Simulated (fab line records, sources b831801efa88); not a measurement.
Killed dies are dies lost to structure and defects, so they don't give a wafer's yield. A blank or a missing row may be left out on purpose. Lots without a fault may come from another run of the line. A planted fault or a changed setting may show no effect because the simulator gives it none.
fab line records | flow sky130
record lots=11 wafers=33 last_day=50
route steps=708 shown POLY_GATE@218 LDD_N@246 PAD_OPEN@708
lots that met no fault: from a run of the same line without faults
start_h: hours from the record's first day to the start of the lot's first wafer shown | wait_h: hours since the lot's step before | " the same as in the row above | L1.1+2: a row that stands for several wafers | - no value, or no start given | * or withheld: withheld | < > ~ a bound
route shown NAME@n: a module of which the file shows steps, and the number in the route of the first | usual: mean/standard deviation of fault-free wafers | same: alike in all rows | chamber/n: place in a boat | sites: the reading at each site | _std_site: their standard deviation | _edge_site: outer sites' mean less inner sites' | radius_mm: how far each site lies from the wafer's centre | mask NAME#n: copy n | behind: the tool/chamber that last shaped the wafer | hold: why the lot was held/for how many hours/how that ended | device: the transistor (n, p or np) that didn't switch | end of line: the same wafers' tests at the end of the route | a step without rows: its recipe alone | killed: dies lost to structure and defects at the first sort, not the wafer's yield | map: a wafer's dies, x killed, . not, _ none there
set.NAME: the setting as run; set.NAME@STEP: as run at that earlier step | model.NAME: the simulator's own value behind a step, which no gauge read
steps of the route over a sample of lots; a table a step, a row a wafer
services: from which hour (start_h, from the record's first day; less than 0 if before it) a tool's chamber was out of use, for how many hours, and why
## steps
# step SKY_POLY_GATE_THK_MEAS_04
# recipe reads=Si3N4_of_POLY_GATE_CVD_03
# usual POLY_GATE_CVD_03_THK=74.5/0.8
# columns lot.wafer tool chamber start_h wait_h POLY_GATE_CVD_03_THK[nm]
L264.3 film_metro-03 - 342.42 0.0 74.1
L264.4 " - " " 74.8
L264.5 " - " " 74.8
L265.1 film_metro-02 - 343.76 0.0 73.4
L265.4 " - " " 73.0
L265.6 " - " " 73.9
L269.1 film_metro-02 - 389.14 0.0 73.9
L269.2 " - " " 73.8
L269.6 " - " " 74.3
L271.1 film_metro-02 - 411.44 0.0 74.7
L271.3 " - " " 75.1
L271.5 " - " " 74.6
L275.1 film_metro-03 - 448.92 0.0 74.2
L275.2 " - " " 73.8
L275.6 " - " " 74.2
L276.4 film_metro-03 - 450.31 0.0 73.6
L276.5 " - " " 73.8
L276.6 " - " " 73.7
L278.3 film_metro-02 - 467.09 0.0 75.0
L278.4 " - " " 74.3
L278.6 " - " " 74.2
L279.2 film_metro-03 - 482.57 0.0 74.4
L279.3 " - " " 74.6
L279.5 " - " " 75.1
L280.2 film_metro-01 - 504.30 0.0 75.5
L280.3 " - " " 75.2
L280.4 " - " " 75.4
L282.3 film_metro-01 - 506.72 0.0 74.7
L282.5 " - " " 74.5
L282.6 " - " " 74.4
L287.1 film_metro-01 - 542.09 0.0 74.3
L287.2 " - " " 74.4
L287.4 " - " " 74.9
# step SKY_POLY_GATE_ETCH_15
# recipe chemistry=N2/H2 target=BARC ion_energy_ev=200 source_w=500 bias_w=100 pressure_mtorr=30 n2_flow_sccm=100 h2_flow_sccm=200 stop_on=SiO2 time_s=118.5 target_depth_a=1100
# usual drypump_motor_current_A=5.6/0.44 oes_product_au=0.716/0.0045 throttle_valve_pct=13.214/0.0083
# columns lot.wafer tool chamber start_h wait_h drypump_motor_current_A oes_product_au rf_hours_counter_h throttle_valve_pct
L264.3 rie_diel-02 0 370.41 0.0 5.0 0.712 55 13.198
L264.4 " 3 " " 6.1 0.718 12 13.216
L264.5 " 3 " " 6.1 0.716 - 13.220
L265.1 rie_diel-04 1 371.94 0.0 6.2 0.716 11 13.215
L265.4 " 2 " " 6.1 0.719 85 13.229
L265.6 " 3 " " 5.9 0.714 - 13.221
L269.1 rie_diel-02 3 418.09 0.0 6.0 0.706 14 13.221
L269.2 " 0 " " 5.0 0.717 56 13.215
L269.6 " 1 " " 6.0 0.719 - 13.209
L271.1 rie_diel-01 0 442.49 0.0 5.2 0.715 12 13.230
L271.3 " 3 " " 5.7 0.723 77 13.214
L271.5 " 0 " " 5.2 0.713 - 13.203
L275.1 rie_diel-01 0 480.35 0.0 5.2 0.718 13 13.202
L275.2 " 3 " " 5.7 0.715 78 13.215
L275.6 " 1 " " 5.0 0.711 - 13.226
L276.4 rie_diel-02 0 480.69 0.0 5.0 0.710 57 13.223
L276.5 " 3 " " 6.1 0.715 - 13.201
L276.6 " 0 " " 5.0 0.717 - 13.211
L278.3 rie_diel-02 1 497.29 0.0 6.0 0.718 8 13.221
L278.4 " 0 " " 5.0 0.721 57 13.194
L278.6 " 2 " " 5.3 0.716 - 13.214
L279.2 rie_diel-04 3 512.95 0.0 5.9 0.710 2 13.213
L279.3 " 0 " " 5.5 0.715 8 13.203
L279.5 " 2 " " 6.1 0.725 - 13.228
L280.2 rie_diel-01 2 534.85 0.0 5.4 0.721 7 13.212
L280.3 " 3 " " 5.7 0.716 78 13.201
L280.4 " 1 " " 4.9 0.725 19 13.216
L282.3 rie_diel-04 1 537.30 0.0 6.2 0.703 14 13.200
L282.5 " 0 " " 5.6 0.716 - 13.225
L282.6 " 3 " " 5.9 0.722 - 13.207
L287.1 rie_diel-02 1 572.09 0.0 6.0 0.718 10 13.212
L287.2 " 3 " " 6.0 0.715 17 13.220
L287.4 " 0 " " 5.0 0.720 59 13.208
# step SKY_POLY_GATE_STRIP_18
# recipe chemistry=O2/N2 power_w=1400 pressure_mtorr=1500 platen_temp_c=withheld o2_flow_sccm=3000 n2_flow_sccm=300 overash_fraction=0.5
# usual drypump_motor_current_A=5.5/0.42 oes_product_au=0.361/0.0046 strip_time_to_endpoint_s=3.17/0.035
# columns lot.wafer tool chamber start_h wait_h drypump_motor_current_A oes_product_au rf_hours_counter_h strip_time_to_endpoint_s
L264.3 plasma_asher-02 0 370.68 0.1 5.2 0.359 - 3.14
L264.4 " 1 " " 5.0 0.362 - 3.18
L264.5 " 0 " " 5.2 0.360 - 3.18
L265.1 plasma_asher-02 0 372.18 0.0 5.2 0.368 63 3.16
L265.4 " 0 " " 5.2 0.367 - 3.14
L265.6 " 1 " " 4.9 0.357 - 3.18
L269.1 plasma_asher-01 0 418.33 0.0 5.8 0.356 27 3.13
L269.2 " 1 " " 5.6 0.359 27 3.13
L269.6 " 1 " " 5.7 0.361 - 3.15
L271.1 plasma_asher-03 1 442.73 0.0 6.2 0.363 64 3.15
L271.3 " 0 " " 5.6 0.371 - 3.25
L271.5 " 1 " " 6.2 0.354 - 3.16
L275.1 plasma_asher-02 1 480.59 0.0 5.0 0.362 75 3.13
L275.2 " 0 " " 5.2 0.364 75 3.24
L275.6 " 0 " " 5.2 0.358 - 3.17
L276.4 plasma_asher-03 0 480.96 0.1 5.7 0.362 - 3.12
L276.5 " 1 " " 6.2 0.366 - 3.13
L276.6 " 0 " " 5.7 0.364 - 3.15
L278.3 plasma_asher-02 1 497.56 0.1 5.0 0.361 - 3.19
L278.4 " 0 " " 5.2 0.363 - 3.19
L278.6 " 1 " " 5.0 0.362 - 3.16
L279.2 plasma_asher-02 0 513.19 0.0 5.2 0.358 78 3.21
L279.3 " 1 " " 5.0 0.363 - 3.16
L279.5 " 0 " " 5.2 0.363 - 3.17
L280.2 plasma_asher-01 1 535.09 0.0 5.7 0.362 37 3.09
L280.3 " 1 " " 5.7 0.363 - 3.19
L280.4 " 0 " " 5.8 0.359 - 3.17
L282.3 plasma_asher-03 1 537.57 0.1 6.2 0.366 - 3.24
L282.5 " 1 " " 6.2 0.361 - 3.17
L282.6 " 0 " " 5.7 0.368 - 3.24
L287.1 plasma_asher-03 1 572.33 0.0 6.2 0.358 76 3.17
L287.2 " 0 " " 5.6 0.363 76 3.15
L287.4 " 0 " " 5.7 0.362 - 3.09
# step SKY_LDD_N_IMPLANT_09
# recipe species=As energy_kev=20 dose_cm2=7.5e+13 tilt_deg=withheld rotation_deg=113
# usual dose_ions_cm2=7.5e+13/7.6e+10 faraday_current_uA=422/8.3 rotation_deg=112.99/0.029
# columns lot.wafer tool chamber start_h wait_h dose_ions_cm2 faraday_current_uA rotation_deg
L264.3 implanter-01 0 402.73 0.1 7.501e+13 419 112.97
L264.4 " 0 " " 7.496e+13 427 112.94
L264.5 " 0 " " 7.489e+13 416 113.01
L265.1 implanter-03 0 403.10 0.1 7.504e+13 429 112.98
L265.4 " 0 " " 7.494e+13 411 112.97
L265.6 " 0 " " 7.48e+13 415 112.95
L269.1 implanter-02 0 451.82 0.1 7.503e+13 409 112.96
L269.2 " 0 " " 7.514e+13 423 112.99
L269.6 " 0 " " 7.506e+13 408 112.99
L271.1 implanter-03 0 476.65 0.1 7.501e+13 413 113.01
L271.3 " 0 " " 7.496e+13 416 113.01
L271.5 " 0 " " 7.493e+13 433 112.96
L275.1 implanter-01 0 512.55 0.1 7.503e+13 421 113.03
L275.2 " 0 " " 7.494e+13 427 113.03
L275.6 " 0 " " 7.498e+13 424 113.00
L276.4 implanter-02 0 512.93 0.1 7.515e+13 410 113.00
L276.5 " 0 " " 7.508e+13 417 112.96
L276.6 " 0 " " 7.507e+13 420 112.97
L278.3 implanter-02 0 529.97 0.1 1.0512e+14 572 112.97
L278.4 " 0 " " 1.0509e+14 588 113.02
L278.6 " 0 " " 1.0515e+14 562 113.03
L279.2 implanter-01 0 546.80 0.1 7.493e+13 425 112.96
L279.3 " 0 " " 7.488e+13 432 112.97
L279.5 " 0 " " 7.499e+13 426 113.02
L280.2 implanter-02 0 566.70 0.1 1.0513e+14 569 113.00
L280.3 " 0 " " 1.0506e+14 571 113.01
L280.4 " 0 " " 1.0516e+14 557 113.06
L282.3 implanter-01 0 569.62 0.1 7.496e+13 425 113.01
L282.5 " 0 " " 7.508e+13 418 112.98
L282.6 " 0 " " 7.503e+13 428 113.01
L287.1 implanter-03 0 602.65 0.1 7.505e+13 415 113.05
L287.2 " 0 " " 7.491e+13 412 112.99
L287.4 " 0 " " 7.509e+13 425 113.01
# step SKY_LDD_N_STRIP_16
# recipe chemistry=O2/N2 power_w=1400 pressure_mtorr=1500 platen_temp_c=withheld o2_flow_sccm=3000 n2_flow_sccm=300 overash_fraction=0.5
# usual drypump_motor_current_A=5.5/0.56 oes_product_au=0.407/0.0044 strip_time_to_endpoint_s=4.308/0.015
# columns lot.wafer tool chamber start_h wait_h drypump_motor_current_A oes_product_au rf_hours_counter_h strip_time_to_endpoint_s
L264.3 plasma_asher-04 1 403.76 0.1 4.9 0.412 - 4.327
L264.4 " 0 " " 6.3 0.409 - 4.320
L264.5 " 1 " " 4.9 0.407 - 4.310
L265.1 plasma_asher-04 0 404.15 0.1 6.4 0.407 73 4.315
L265.4 " 1 " " 4.8 0.400 - 4.307
L265.6 " 0 " " 6.4 0.414 - 4.324
L269.1 plasma_asher-02 1 452.87 0.1 5.0 0.413 71 4.295
L269.2 " 0 " " 5.2 0.418 71 4.306
L269.6 " 1 " " 5.0 0.407 - 4.329
L271.1 plasma_asher-01 0 477.70 0.1 5.8 0.411 31 4.325
L271.3 " 1 " " 5.6 0.413 - 4.309
L271.5 " 1 " " 5.6 0.404 - 4.318
L275.1 plasma_asher-04 1 513.60 0.1 4.8 0.400 9 4.302
L275.2 " 0 " " 6.4 0.407 9 4.300
L275.6 " 0 " " 6.3 0.403 - 4.310
L276.4 plasma_asher-02 0 513.94 0.1 5.2 0.407 - 4.338
L276.5 " 0 " " 5.2 0.408 - 4.326
L276.6 " 1 " " 5.0 0.406 - 4.308
L278.3 plasma_asher-01 0 531.00 0.1 5.8 0.404 - 4.365
L278.4 " 1 " " 5.7 0.414 - 4.347
L278.6 " 1 " " 5.6 0.405 - 4.379
L279.2 plasma_asher-01 1 547.82 0.1 5.6 0.403 38 4.297
L279.3 " 0 " " 5.8 0.407 - 4.328
L279.5 " 0 " " 5.8 0.402 - 4.295
L280.2 plasma_asher-02 0 567.72 0.1 5.2 0.409 84 4.390
L280.3 " 0 " " 5.2 0.406 - 4.379
L280.4 " 1 " " 5.0 0.403 - 4.394
L282.3 plasma_asher-04 0 570.65 0.1 6.4 0.399 - 4.319
L282.5 " 1 " " 4.8 0.412 - 4.325
L282.6 " 0 " " 6.4 0.411 - 4.319
L287.1 plasma_asher-01 0 603.70 0.1 5.8 0.403 44 4.316
L287.2 " 1 " " 5.6 0.406 44 4.311
L287.4 " 1 " " 5.7 0.400 - 4.309
# step SKY_PAD_OPEN_PROBE_99
# usual killed_at_M0_to_M3=45/7.5 killed_at_M4_up=3.2/1.8 killed_at_contacts=24/4.9 killed_at_front_end=15/4.4 killed_at_other=0.3/0.54 killed_dies=87/9.8 killed_on_rim=17/4.2 killed_open=47/6.4 killed_short=40/6.5
# same gross_dies=492 killed_at_back_side=0
# columns lot.wafer tool chamber start_h wait_h killed_at_M0_to_M3 killed_at_M4_up killed_at_contacts killed_at_front_end killed_at_other killed_dies killed_on_rim killed_open killed_short
L264.3 prober-02 - 1075.76 0.2 56 2 21 13 1 93 15 48 44
L264.4 prober-02 - 1075.81 0.2 51 2 22 11 3 89 19 48 38
L264.5 prober-02 - 1075.86 0.2 57 5 24 12 0 98 25 48 49
L265.1 prober-01 - 1083.11 0.1 32 5 14 19 0 70 15 37 33
L265.4 prober-01 - 1083.26 0.2 46 3 19 13 0 81 16 37 44
L265.6 prober-01 - 1083.36 0.2 36 3 23 16 0 78 18 42 36
L269.1 prober-01 - 1111.28 0.1 58 5 23 17 1 104 19 56 47
L269.2 prober-01 - 1111.33 0.1 44 3 20 19 2 88 15 41 46
L269.6 prober-01 - 1111.53 0.2 53 5 23 9 0 90 16 41 49
L271.1 prober-02 - 1128.34 0.1 41 4 31 18 0 94 18 53 41
L271.3 prober-02 - 1128.44 0.2 60 3 23 15 0 101 27 62 39
L271.5 prober-02 - 1128.54 0.2 45 1 20 14 0 80 21 43 37
L275.1 prober-02 - 1149.01 0.1 49 2 28 12 0 91 17 55 36
L275.2 prober-02 - 1149.06 0.1 39 1 22 15 0 77 14 45 32
L275.6 prober-02 - 1149.26 0.2 37 0 22 15 0 74 18 39 35
L276.4 prober-01 - 1150.81 0.2 48 3 19 23 1 94 22 43 50
L276.5 prober-01 - 1150.86 0.2 44 5 23 17 0 89 16 47 41
L276.6 prober-01 - 1150.91 0.2 35 4 35 14 0 88 26 49 36
L278.3 prober-01 - 1162.61 0.2 45 5 14 16 1 81 14 40 39
L278.4 prober-01 - 1162.66 0.2 44 3 15 11 0 73 11 36 37
L278.6 prober-01 - 1162.76 0.2 44 1 30 11 0 86 22 46 39
L279.2 prober-02 - 1171.61 0.1 51 2 20 15 0 88 22 47 40
L279.3 prober-02 - 1171.66 0.2 57 5 23 15 1 101 21 53 48
L279.5 prober-02 - 1171.76 0.2 34 4 24 12 1 75 14 41 34
L280.2 prober-02 - 1185.46 0.1 45 0 21 9 0 75 14 39 36
L280.3 prober-02 - 1185.51 0.2 44 1 26 17 1 89 20 42 47
L280.4 prober-02 - 1185.56 0.2 41 2 29 12 0 84 9 46 38
L282.3 prober-01 - 1186.15 0.2 41 5 27 15 1 89 18 39 48
L282.5 prober-01 - 1186.25 0.2 39 3 26 22 1 91 19 49 42
L282.6 prober-01 - 1186.30 0.2 42 3 20 20 1 86 13 51 34
L287.1 prober-01 - 1202.96 0.1 42 3 31 13 0 89 11 52 36
L287.2 prober-01 - 1203.01 0.1 41 0 28 8 1 78 12 38 40
L287.4 prober-01 - 1203.11 0.2 41 2 19 19 0 81 16 41 40
# killed by level:class
L264.3 VIA1:geometric_particle:open=11 METAL1:geometric_particle:short=10 VIA2:geometric_particle:open=9 CONTACT:geometric_particle:open=8 VIA3:geometric_particle:open=7 METAL2:geometric_particle:short=7 FIELD_ISO:geometric_particle:short=6 LI_CONTACT:geometric_particle:open=5
L264.4 VIA1:geometric_particle:open=13 LI_CONTACT:geometric_particle:open=6 CONTACT:geometric_particle:open=6 METAL1:geometric_particle:short=6 VIA2:geometric_particle:open=6 METAL2:geometric_particle:short=5 LOCAL_INTERCONNECT:geometric_particle:short=5 VIA3:geometric_particle:open=5
L264.5 VIA1:geometric_particle:open=15 CONTACT:geometric_particle:open=9 VIA1:geometric_particle:short=8 VIA2:geometric_particle:open=7 METAL3:geometric_particle:short=6 LOCAL_INTERCONNECT:geometric_particle:short=6 LI_CONTACT:geometric_particle:open=5 FIELD_ISO:geometric_particle:short=4
L265.1 METAL1:geometric_particle:short=9 VIA1:geometric_particle:open=9 FIELD_ISO:geometric_particle:open=6 CONTACT:geometric_particle:open=5 FIELD_ISO:geometric_particle:short=4 POLY_GATE:geometric_particle:open=4 POLY_GATE:geometric_particle:short=4 METAL2:geometric_particle:short=4
L265.4 METAL1:geometric_particle:short=13 VIA1:geometric_particle:open=13 CONTACT:geometric_particle:open=9 LI_CONTACT:geometric_particle:open=5 VIA1:geometric_particle:short=5 VIA3:geometric_particle:short=5 FIELD_ISO:geometric_particle:short=4 LOCAL_INTERCONNECT:geometric_particle:short=3
L265.6 VIA1:geometric_particle:open=9 CONTACT:geometric_particle:open=8 VIA1:geometric_particle:short=7 VIA2:geometric_particle:open=6 VIA3:geometric_particle:open=6 FIELD_ISO:geometric_particle:open=5 LI_CONTACT:geometric_particle:open=5 FIELD_ISO:geometric_particle:short=4
L269.1 VIA1:geometric_particle:open=14 CONTACT:geometric_particle:open=10 VIA2:geometric_particle:open=9 FIELD_ISO:geometric_particle:open=7 METAL1:geometric_particle:short=7 VIA3:geometric_particle:open=7 POLY_GATE:geometric_particle:short=6 METAL2:geometric_particle:short=6
L269.2 VIA1:geometric_particle:open=11 METAL2:geometric_particle:short=10 CONTACT:geometric_particle:open=9 FIELD_ISO:geometric_particle:short=6 LOCAL_INTERCONNECT:geometric_particle:short=6 POLY_GATE:geometric_particle:short=5 VIA2:geometric_particle:open=5 POLY_GATE:geometric_particle:open=4
L269.6 VIA1:geometric_particle:open=13 CONTACT:geometric_particle:short=8 LI_CONTACT:geometric_particle:short=7 VIA1:geometric_particle:short=7 VIA2:geometric_particle:open=6 METAL1:geometric_particle:short=6 METAL2:geometric_particle:short=6 VIA3:geometric_particle:open=5
L271.1 CONTACT:geometric_particle:open=13 VIA1:geometric_particle:open=8 LOCAL_INTERCONNECT:geometric_particle:short=6 VIA2:geometric_particle:open=6 FIELD_ISO:geometric_particle:short=5 LI_CONTACT:geometric_particle:open=5 METAL1:geometric_particle:short=5 METAL2:geometric_particle:short=5
L271.3 VIA2:geometric_particle:open=11 VIA3:geometric_particle:open=10 VIA1:geometric_particle:open=9 METAL2:geometric_particle:short=9 CONTACT:geometric_particle:short=7 CONTACT:geometric_particle:open=7 FIELD_ISO:geometric_particle:open=5 LI_CONTACT:geometric_particle:open=4
L271.5 VIA1:geometric_particle:open=12 CONTACT:geometric_particle:open=11 VIA3:geometric_particle:open=8 FIELD_ISO:geometric_particle:short=6 METAL1:geometric_particle:short=6 VIA1:geometric_particle:short=6 VIA2:geometric_particle:open=5 METAL2:geometric_particle:short=5
L275.1 VIA1:geometric_particle:open=13 CONTACT:geometric_particle:open=12 LI_CONTACT:geometric_particle:open=6 VIA2:geometric_particle:open=6 METAL3:geometric_particle:short=6 FIELD_ISO:geometric_particle:open=5 VIA1:geometric_particle:short=5 VIA2:geometric_particle:short=5
L275.2 VIA3:geometric_particle:open=9 VIA1:geometric_particle:open=8 LI_CONTACT:geometric_particle:open=6 VIA2:geometric_particle:open=6 CONTACT:geometric_particle:open=5 METAL1:geometric_particle:short=5 FIELD_ISO:geometric_particle:open=4 FIELD_ISO:geometric_particle:short=4
L275.6 LI_CONTACT:geometric_particle:open=9 POLY_GATE:geometric_particle:short=8 CONTACT:geometric_particle:open=7 VIA2:geometric_particle:open=5 VIA1:geometric_particle:open=5 METAL2:geometric_particle:short=5 VIA3:geometric_particle:open=5 LI_CONTACT:geometric_particle:short=4
L276.4 FIELD_ISO:geometric_particle:short=10 VIA1:geometric_particle:open=10 VIA2:geometric_particle:open=9 LI_CONTACT:geometric_particle:open=7 METAL2:geometric_particle:short=7 CONTACT:geometric_particle:open=6 POLY_GATE:geometric_particle:short=5 METAL1:geometric_particle:short=5
L276.5 VIA1:geometric_particle:open=12 VIA2:geometric_particle:open=11 CONTACT:geometric_particle:open=9 METAL1:geometric_particle:short=6 FIELD_ISO:geometric_particle:short=5 CONTACT:geometric_particle:short=5 METAL2:geometric_particle:short=5 METAL4:geometric_particle:short=5
L276.6 CONTACT:geometric_particle:open=16 VIA2:geometric_particle:open=8 CONTACT:geometric_particle:short=7 VIA1:geometric_particle:open=7 LI_CONTACT:geometric_particle:open=6 METAL1:geometric_particle:short=6 FIELD_ISO:geometric_particle:open=4 FIELD_ISO:geometric_particle:short=4
L278.3 METAL1:geometric_particle:short=9 VIA1:geometric_particle:open=9 VIA2:geometric_particle:open=7 LI_CONTACT:geometric_particle:open=6 VIA1:geometric_particle:short=6 VIA2:geometric_particle:short=5 FIELD_ISO:geometric_particle:open=4 VIA3:geometric_particle:open=4
L278.4 METAL2:geometric_particle:short=11 VIA1:geometric_particle:open=6 VIA3:geometric_particle:open=6 METAL1:geometric_particle:short=5 VIA2:geometric_particle:open=5 FIELD_ISO:geometric_particle:open=4 LI_CONTACT:geometric_particle:open=4 LOCAL_INTERCONNECT:geometric_particle:short=4
L278.6 VIA1:geometric_particle:open=11 CONTACT:geometric_particle:open=9 LI_CONTACT:geometric_particle:open=8 VIA2:geometric_particle:open=8 LI_CONTACT:geometric_particle:short=6 METAL2:geometric_particle:short=6 VIA1:geometric_particle:short=5 VIA2:geometric_particle:short=5
L279.2 VIA1:geometric_particle:open=17 VIA1:geometric_particle:short=7 CONTACT:geometric_particle:short=6 CONTACT:geometric_particle:open=6 VIA2:geometric_particle:open=5 VIA2:geometric_particle:short=5 VIA3:geometric_particle:open=5 FIELD_ISO:geometric_particle:short=4
L279.3 VIA1:geometric_particle:open=14 VIA2:geometric_particle:open=10 LOCAL_INTERCONNECT:geometric_particle:short=7 CONTACT:geometric_particle:open=7 METAL1:geometric_particle:short=6 VIA1:geometric_particle:short=5 VIA3:geometric_particle:open=5 FIELD_ISO:geometric_particle:short=4
L279.5 CONTACT:geometric_particle:open=11 VIA3:geometric_particle:open=7 LI_CONTACT:geometric_particle:open=5 LOCAL_INTERCONNECT:geometric_particle:short=5 VIA1:geometric_particle:open=5 METAL2:geometric_particle:short=5 METAL1:geometric_particle:short=4 VIA2:geometric_particle:short=4
L280.2 METAL1:geometric_particle:short=10 VIA3:geometric_particle:open=9 CONTACT:geometric_particle:open=8 VIA1:geometric_particle:open=7 CONTACT:geometric_particle:short=5 LI_CONTACT:geometric_particle:open=5 METAL2:geometric_particle:short=4 POLY_GATE:geometric_particle:short=3
L280.3 VIA1:geometric_particle:open=8 METAL2:geometric_particle:short=6 LI_CONTACT:geometric_particle:open=6 LI_CONTACT:geometric_particle:short=6 CONTACT:geometric_particle:open=6 LOCAL_INTERCONNECT:geometric_particle:short=5 METAL1:geometric_particle:short=5 VIA2:geometric_particle:open=5
L280.4 LI_CONTACT:geometric_particle:open=11 CONTACT:geometric_particle:open=8 VIA3:geometric_particle:open=8 VIA1:geometric_particle:open=7 METAL1:geometric_particle:short=6 VIA2:geometric_particle:open=6 POLY_GATE:geometric_particle:short=5 METAL2:geometric_particle:short=5
L282.3 VIA1:geometric_particle:open=9 CONTACT:geometric_particle:short=7 VIA3:geometric_particle:open=7 CONTACT:geometric_particle:open=6 METAL1:geometric_particle:short=6 LI_CONTACT:geometric_particle:open=5 METAL2:geometric_particle:short=5 POLY_GATE:geometric_particle:open=4
L282.5 VIA1:geometric_particle:open=10 LI_CONTACT:geometric_particle:open=7 METAL1:geometric_particle:short=7 VIA2:geometric_particle:open=7 FIELD_ISO:geometric_particle:open=6 POLY_GATE:geometric_particle:open=6 CONTACT:geometric_particle:open=6 LOCAL_INTERCONNECT:geometric_particle:short=5
L282.6 VIA1:geometric_particle:open=10 VIA2:geometric_particle:open=8 CONTACT:geometric_particle:open=7 METAL1:geometric_particle:short=5 POLY_GATE:geometric_particle:short=5 LI_CONTACT:geometric_particle:open=5 CONTACT:geometric_particle:short=5 POLY_GATE:geometric_particle:open=4
L287.1 CONTACT:geometric_particle:open=16 VIA1:geometric_particle:open=13 METAL2:geometric_particle:short=6 CONTACT:geometric_particle:short=6 VIA2:geometric_particle:open=6 LI_CONTACT:geometric_particle:open=5 VIA1:geometric_particle:short=5 VIA2:geometric_particle:short=5
L287.2 CONTACT:geometric_particle:open=9 VIA2:geometric_particle:open=9 LI_CONTACT:geometric_particle:open=7 METAL1:geometric_particle:short=7 VIA1:geometric_particle:open=7 CONTACT:geometric_particle:short=6 METAL2:geometric_particle:short=6 METAL3:geometric_particle:short=4
L287.4 VIA1:geometric_particle:open=8 POLY_GATE:geometric_particle:open=7 VIA3:geometric_particle:open=6 CONTACT:geometric_particle:short=5 VIA1:geometric_particle:short=4 FIELD_ISO:geometric_particle:short=4 POLY_GATE:geometric_particle:short=4 METAL3:geometric_particle:short=4
## services
# columns tool chamber start_h hours kind
implanter-02 - 350.05 2.1 repair
rie_diel-04 3 350.49 9.2 repair
plasma_asher-02 - 354.79 15.6 pm
rie_diel-01 - 367.09 28.1 pm
implanter-02 - 376.76 4.0 repair
plasma_asher-04 - 404.28 1.1 repair
rie_diel-02 0 405.82 5.5 repair
rie_diel-04 3 407.66 7.9 repair
plasma_asher-04 - 421.25 9.0 pm
plasma_asher-04 0 421.25 9.0 vent_cycle
plasma_asher-04 1 421.25 9.0 vent_cycle
plasma_asher-04 0 430.25 - clean
rie_diel-02 - 433.04 0.7 repair
rie_diel-04 0 446.55 10.1 repair
plasma_asher-01 - 451.72 25.9 repair
plasma_asher-03 - 459.58 5.8 repair
plasma_asher-04 - 475.77 2.8 pm
rie_diel-01 3 482.51 4.1 repair
rie_diel-04 2 489.63 2.4 repair
implanter-02 - 496.54 5.2 repair
rie_diel-02 - 547.30 2.8 pm
rie_diel-01 1 548.90 4.2 repair
rie_diel-01 2 589.46 9.2 repair
rie_diel-04 - 592.18 1.5 repair
## key
first_sign step=SKY_LDD_N_IMPLANT_09 reading=dose_ions_cm2 direction=up sigmas=99+ usual=* struck=*
effect step=SKY_LDD_N_IMPLANT_09 reading=faraday_current_uA direction=up sigmas=18 usual=422 struck=570
effect step=SKY_LDD_N_STRIP_16 reading=strip_time_to_endpoint_s direction=up sigmas=4.4 usual=* struck=*
met_at SKY_LDD_N_IMPLANT_09
struck_lots L278,L280
tester_left_out L278,L280
not_acting_at SKY_POLY_GATE_THK_MEAS_04,SKY_POLY_GATE_ETCH_15,SKY_POLY_GATE_STRIP_18
onset_between 512.93 529.97
fault kind=process_parameter_drift tool=implanter-02 chamber=- onset_h=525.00 steps=SKY_LDD_N_IMPLANT_09 channel=dose_cm2 offset=* shape=step end_h=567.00 acts_in=* stated=*
# tester_left_out: of these lots the tester's yield and bins aren't shown, on N5 and GAA mostly nor the transistor test; their killed dies are dies lost to structure and defects alone, not to doping, threshold or leakage, so they don't give the yield
